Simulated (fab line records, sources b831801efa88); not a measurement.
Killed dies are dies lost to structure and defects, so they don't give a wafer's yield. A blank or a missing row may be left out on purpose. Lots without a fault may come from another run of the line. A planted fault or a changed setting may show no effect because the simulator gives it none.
Chamber matching | flow sfq_line | SFQ_TRILAYER_I0_VIA_BARC_OPEN_VIA_ETCH_046 on rie_diel-04: 4 sister chambers
The step etches BARC in O2, target depth 125 nm, time 41.7 s. 4 wafers are shown with their chamber, then 8 later ones without.

WAFERS WITH THEIR CHAMBER
wafer  | chamber | drypump_motor_current_A (A)
L950.6 | 0       | 5.0
L951.6 | 2       | 4.9
L952.2 | 3       | 5.5
L952.3 | 1       | 5.9

WAFERS WITHOUT THEIR CHAMBER
wafer  | drypump_motor_current_A (A)
L952.6 | 5.0
L953.1 | 4.9
L953.2 | 5.0
L953.3 | 5.4
L961.4 | 5.0
L961.6 | 5.4
L963.3 | 5.5
L963.6 | 5.9

WHICH CHAMBER EACH WENT THROUGH
wafer  | from the rows above | in truth
L952.6 | 0                   | 0
L953.1 | 2                   | 2
L953.2 | 0                   | 0
L953.3 | 3                   | 3
L961.4 | 0                   | 0
L961.6 | 3                   | 3
L963.3 | 3                   | 3
L963.6 | 1                   | 1
Placed correctly: 8 of 8. Can't be placed from these rows: 0. Placed wrongly: 0.
How it was worked out, from the rows above alone: a wafer's distance from a chamber is the root of the sum, over the readings, of the square of ((its reading less the chamber's mean) divided by the reading's scatter). The wafer belongs to the nearest chamber; if the next one is less than 2 further off, it can't be placed. A chamber's mean is the mean of its shown wafers. The scatter: with one shown wafer a chamber, the root of the mean of the squares of how far each hidden wafer lies from its nearest shown one.
